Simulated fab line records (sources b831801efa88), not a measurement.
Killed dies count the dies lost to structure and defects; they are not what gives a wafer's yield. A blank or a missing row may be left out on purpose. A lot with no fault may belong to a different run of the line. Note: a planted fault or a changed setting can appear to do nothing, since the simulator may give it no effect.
What tool caused it? :: flow gf180mcu :: 45 wafers from 15 lots sampled at 2 of the route's 602 steps

## WHAT THE GAUGES SHOWED, per wafer
GF_V4_THK_MEAS_01.
lot: L856
measured: day 23 13:52
on: film metro-02
V4_CVD_00_THK (nm): 597 606 609

lot: L860
measured: day 25 05:04
on: film metro-02
V4_CVD_00_THK (nm): 596 597 599

lot: L861
measured: day 25 05:54
on: film metro-03
V4_CVD_00_THK (nm): 602 609 608

lot: L864
measured: day 26 21:38
on: film metro-01
V4_CVD_00_THK (nm): 596 600 601

lot: L865
measured: day 27 01:01
on: film metro-03
V4_CVD_00_THK (nm): 597 599 604

lot: L866
measured: day 27 05:09
on: film metro-03
V4_CVD_00_THK (nm): 604 605 602

lot: L870
measured: day 28 22:15
on: film metro-01
V4_CVD_00_THK (nm): 603 606 604

lot: L872
measured: day 29 00:04
on: film metro-03
V4_CVD_00_THK (nm): 598 597 599

lot: L874
measured: day 29 16:58
on: film metro-03
V4_CVD_00_THK (nm): 588 591 586

lot: L873
measured: day 29 17:25
on: film metro-03
V4_CVD_00_THK (nm): 600 608 602

lot: L875
measured: day 29 19:55
on: film metro-01
V4_CVD_00_THK (nm): 594 587 601

lot: L876
measured: day 30 02:11
on: film metro-03
V4_CVD_00_THK (nm): 598 596 589

lot: L877
measured: day 30 11:32
on: film metro-02
V4_CVD_00_THK (nm): 599 599 594

lot: L878
measured: day 30 17:55
on: film metro-03
V4_CVD_00_THK (nm): 604 599 600

lot: L879
measured: day 30 20:09
on: film metro-03
V4_CVD_00_THK (nm): 600 609 605

## TOOL THAT RAN EACH LOT (tool first, then ch and the chambers of the sampled wafers, then the start)
lot: L856
GF_M4_SPUTTER_04: pvd sputter-04, day 22 14:26

lot: L860
GF_M4_SPUTTER_04: pvd sputter-04, day 24 05:10

lot: L861
GF_M4_SPUTTER_04: pvd sputter-03, day 24 07:26

lot: L864
GF_M4_SPUTTER_04: pvd sputter-04, day 26 00:12

lot: L865
GF_M4_SPUTTER_04: pvd sputter-04, day 26 03:23

lot: L866
GF_M4_SPUTTER_04: pvd sputter-04, day 26 08:05

lot: L870
GF_M4_SPUTTER_04: pvd sputter-03, day 28 01:33

lot: L872
GF_M4_SPUTTER_04: pvd sputter-04, day 28 02:55

lot: L874
GF_M4_SPUTTER_04: pvd sputter-04, day 28 20:42

lot: L873
GF_M4_SPUTTER_04: pvd sputter-03, day 28 21:14

lot: L875
GF_M4_SPUTTER_04: pvd sputter-04, day 29 00:17

lot: L876
GF_M4_SPUTTER_04: pvd sputter-02, day 29 06:20

lot: L877
GF_M4_SPUTTER_04: pvd sputter-04, day 29 15:41

lot: L878
GF_M4_SPUTTER_04: pvd sputter-04, day 29 22:39

lot: L879
GF_M4_SPUTTER_04: pvd sputter-03, day 30 01:55
- GF_M4_SPUTTER_04: material TiN, target thk 50 nm, time 41.7 s.

## AS READ BY THE TOOLS THEMSELVES (means over the sampled wafers that have a number; for cases with no such wafer, the mark the record gives instead)
GF_M4_SPUTTER_04.
lot: L856
tool: pvd sputter-04
throttle valve pct (%): 30.4

lot: L860
tool: pvd sputter-04
throttle valve pct (%): 30.8

lot: L861
tool: pvd sputter-03
throttle valve pct (%): 31.1

lot: L864
tool: pvd sputter-04
throttle valve pct (%): 29.9

lot: L865
tool: pvd sputter-04
throttle valve pct (%): 30.5

lot: L866
tool: pvd sputter-04
throttle valve pct (%): 30.5

lot: L870
tool: pvd sputter-03
throttle valve pct (%): 30.0

lot: L872
tool: pvd sputter-04
throttle valve pct (%): 30.5

lot: L874
tool: pvd sputter-04
throttle valve pct (%): 31.6

lot: L873
tool: pvd sputter-03
throttle valve pct (%): 30.7

lot: L875
tool: pvd sputter-04
throttle valve pct (%): 29.3

lot: L876
tool: pvd sputter-02
throttle valve pct (%): 31.0

lot: L877
tool: pvd sputter-04
throttle valve pct (%): 30.6

lot: L878
tool: pvd sputter-04
throttle valve pct (%): 30.3

lot: L879
tool: pvd sputter-03
throttle valve pct (%): 30.6

## THE ANSWER, worked out from the rows above alone
Rule: what is usual is taken from the lots themselves. The widest of any qualifying gaps counts: lots, ordered by their means at a reading, are off when they make up no more than a third of the lots, leave a main group of 4 or more, and stand apart from it by 3 or more times the standard deviation of that group's means. A main group is skipped when, at the precision printed for the reading in the tables above, its means are all equal. Also off: a lot with no number at a reading for which 4 or more lots have one. Any other lot the step has rows for is counted as sound. After the gauges, taken in route order, come the tools' own readings; for these a lot's mean is taken, as printed above. At the first step where some lot is off, the reading lying furthest off is the one used; lots without a number count as furthest.
None of the lots is off at any reading shown; this tells nothing.

## WHAT THE SIMULATOR HAD PUT IN
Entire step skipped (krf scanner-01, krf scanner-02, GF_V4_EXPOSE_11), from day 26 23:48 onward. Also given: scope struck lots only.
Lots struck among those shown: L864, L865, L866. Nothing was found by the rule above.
